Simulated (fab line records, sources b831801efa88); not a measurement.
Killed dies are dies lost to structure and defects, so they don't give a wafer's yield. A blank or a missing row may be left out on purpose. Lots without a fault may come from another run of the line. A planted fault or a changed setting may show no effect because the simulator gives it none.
Which tool did it? | flow sky130 | 13 lots, 39 wafers sampled, at 5 steps of a route of 708

WHAT THE GAUGES READ, wafer by wafer
SKY_NWELL_TW_MEAS_15. Usual: NWELL_TW 1831, standard deviation 11.
lot  | measured    | on            | NWELL_TW       | flag
L252 | day 4 21:59 | film_metro-04 | 1821 1826 1822 |
L253 | day 5 04:07 | film_metro-04 | 1836 1839 1838 |
L254 | day 5 08:01 | film_metro-04 | 1832 1837 1830 |
L257 | day 6 01:56 | film_metro-03 | 1809 1818 1819 |
L261 | day 6 23:53 | film_metro-04 | 1834 1830 1842 |
L262 | day 7 03:24 | film_metro-04 | 1830 1833 1836 |
L264 | day 7 15:47 | film_metro-01 | 1832 1833 1829 |
L265 | day 8 00:35 | film_metro-04 | 1830 1832 1826 |
L266 | day 8 05:20 | film_metro-04 | 1831 1837 1837 |
L267 | day 8 10:20 | film_metro-01 | 1841 1834 1828 |
L268 | day 8 17:34 | film_metro-03 | 1796 1809 1813 |
L272 | day 9 21:13 | film_metro-03 | 1819 1818 1807 |
L273 | day 9 22:22 | film_metro-01 | 1845 1851 1843 |

SKY_VT_ADJUST_HVTP_OVL_MEAS_08. Usual: VT_ADJUST_HVTP_OVL -0.2 nm, standard deviation 1.4.
lot  | measured     | on         | VT_ADJUST_HVTP_OVL (nm) | flag
L252 | day 6 10:07  | overlay-01 | 1.5 0.7 0.8             |
L253 | day 6 17:36  | overlay-01 | 0.8 0.0 1.1             |
L254 | day 6 21:00  | overlay-02 | -0.2 0.6 1.1            |
L257 | day 7 16:33  | overlay-02 | -1.4 -1.5 0.1           |
L261 | day 8 16:04  | overlay-02 | -1.4 1.1 -0.3           |
L262 | day 8 20:22  | overlay-02 | 0.4 0.1 -1.7            |
L264 | day 9 11:25  | overlay-01 | -0.3 -0.1 -0.8          |
L265 | day 9 18:23  | overlay-02 | -0.1 -0.2 0.8           |
L266 | day 10 00:06 | overlay-01 | -2.3 -1.9 -0.2          |
L267 | day 10 04:37 | overlay-01 | -1.0 0.8 0.1            |
L268 | day 10 13:36 | overlay-01 | 0.1 1.0 -0.6            |
L272 | day 11 18:58 | overlay-01 | 0.6 -1.7 -1.3           |
L273 | day 11 20:30 | overlay-02 | 0.0 0.7 0.2             |

SKY_VT_ADJUST_NCORE_CD_MEAS_07: target cd 380 nm. Usual: cd_nm 379.0 nm, standard deviation 2.2.
lot  | measured     | on        | cd_nm (nm)        | flag
L252 | day 8 22:44  | cd_sem-02 | 377.3 378.3 380.0 |
L253 | day 9 04:50  | cd_sem-02 | 378.4 379.9 382.2 |
L254 | day 9 14:22  | cd_sem-01 | 377.4 381.2 377.8 |
L257 | day 10 09:25 | cd_sem-02 | 379.3 376.7 378.8 |
L261 | day 11 09:37 | cd_sem-02 | 379.1 377.9 379.2 |
L262 | day 11 17:07 | cd_sem-02 | 380.4 377.5 378.8 |
L264 | day 12 08:35 | cd_sem-02 | 377.8 379.6 377.9 |
L265 | day 12 16:09 | cd_sem-01 | 381.4 380.7 380.9 |
L266 | day 12 22:04 | cd_sem-02 | 365.6 367.6 365.4 | OFF
L267 | day 13 04:01 | cd_sem-02 | 378.4 377.4 381.1 |
L268 | day 13 14:49 | cd_sem-02 | 367.5 368.7 367.7 | OFF
L272 | day 14 23:15 | cd_sem-02 | 383.7 381.7 384.7 |
L273 | day 15 01:03 | cd_sem-01 | 380.3 379.7 378.8 |

WHICH TOOL RAN EACH LOT (tool, then ch and the chambers of the sampled wafers, then the start)
lot  | SKY_NWELL_STRIP_25                   | SKY_VT_ADJUST_NCORE_DEVELOP_06
L252 | plasma_asher-03 ch 0,1, day 5 15:39  | litho_track-03 ch 0, day 8 22:36
L253 | plasma_asher-03 ch 0,1, day 5 22:01  | litho_track-04 ch 0, day 9 04:41
L254 | plasma_asher-04 ch 0,1, day 6 01:52  | litho_track-03 ch 0, day 9 14:13
L257 | plasma_asher-02 ch 0,1, day 6 20:40  | litho_track-04 ch 0, day 10 09:16
L261 | plasma_asher-03 ch 0,1, day 7 19:23  | litho_track-03 ch 0, day 11 09:18
L262 | plasma_asher-03 ch 0,1, day 7 23:56  | litho_track-03 ch 0, day 11 16:58
L264 | plasma_asher-03 ch 1, day 8 12:37    | litho_track-04 ch 0, day 12 08:26
L265 | plasma_asher-04 ch 0,1, day 8 20:32  | litho_track-01 ch 0, day 12 16:01
L266 | plasma_asher-03 ch 0,1, day 9 02:10  | litho_track-04 ch 0, day 12 21:55
L267 | plasma_asher-02 ch 0,1, day 9 06:34  | litho_track-01 ch 0, day 13 03:47
L268 | plasma_asher-02 ch 0,1, day 9 14:31  | litho_track-04 ch 0, day 13 14:40
L272 | plasma_asher-03 ch 0,1, day 10 19:11 | litho_track-03 ch 0, day 14 23:06
L273 | plasma_asher-04 ch 0,1, day 10 20:25 | litho_track-03 ch 0, day 15 00:54
- SKY_NWELL_STRIP_25: strips in O2/N2.
- SKY_VT_ADJUST_NCORE_DEVELOP_06: develop time 60 s.

WHAT THE TOOLS THEMSELVES READ (means of the sampled wafers that have a number; where no wafer has one, the mark that the record gives instead)
SKY_NWELL_STRIP_25. Usual: drypump_motor_current_A 5.8 A, standard deviation 0.49; oes_product_au 0.722 a.u., standard deviation 0.0042; strip_time_to_endpoint_s 36.92 s, standard deviation 0.12.
lot  | tool            | drypump_motor_current_A (A) | oes_product_au (a.u.) | strip_time_to_endpoint_s (s) | flag
L252 | plasma_asher-03 | 5.9                         | 0.720                 | 36.92                        |
L253 | plasma_asher-03 | 5.9                         | 0.720                 | 36.99                        |
L254 | plasma_asher-04 | 6.1                         | 0.722                 | 36.96                        |
L257 | plasma_asher-02 | 5.4                         | 0.725                 | 36.91                        |
L261 | plasma_asher-03 | 6.2                         | 0.721                 | 36.75                        |
L262 | plasma_asher-03 | 5.9                         | 0.723                 | 36.87                        |
L264 | plasma_asher-03 | 5.5                         | 0.725                 | 36.80                        |
L265 | plasma_asher-04 | 6.1                         | 0.718                 | 36.94                        |
L266 | plasma_asher-03 | 6.3                         | 0.722                 | 36.72                        |
L267 | plasma_asher-02 | 5.6                         | 0.721                 | 36.95                        |
L268 | plasma_asher-02 | 5.6                         | 0.723                 | 36.98                        |
L272 | plasma_asher-03 | 5.9                         | 0.723                 | 36.88                        |
L273 | plasma_asher-04 | 6.1                         | 0.722                 | 37.05                        |

THE ANSWER, worked out from the rows above alone
Rule: a lot is off if the mean of its wafers that have a number lies more than 3 standard deviations from the usual mean. A lot without any number at a reading at which 4 lots or more have one is off too. The other lots that the step has rows for count as sound. The gauges are gone through in route order, then the tools' own readings, and for those a lot's mean is taken as printed above. The first step at which some lot is off is used, and at that step the reading that is off furthest; a lot without a number counts as furthest.
Off: L266, L268, at SKY_VT_ADJUST_NCORE_CD_MEAS_07 (cd_nm).
A tool fits if, at a process step before that reading, it ran every lot that is off, and no sound lot after the first of them. The gauges at SKY_VT_ADJUST_NCORE_CD_MEAS_07 are tried like those tools. One fits: litho_track-04 at SKY_VT_ADJUST_NCORE_DEVELOP_06. Its last sound lot is L264 (day 12 08:26), its first lot that is off L266 (day 12 21:55): a fault that began between those two fits.

WHAT THE SIMULATOR HAD PUT IN
Process parameter drift: litho_track-04, from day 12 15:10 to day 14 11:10, at SKY_VT_ADJUST_NCORE_DEVELOP_06. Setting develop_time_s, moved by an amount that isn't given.
Lots struck among those shown: L266, L268. The rule above found the same.
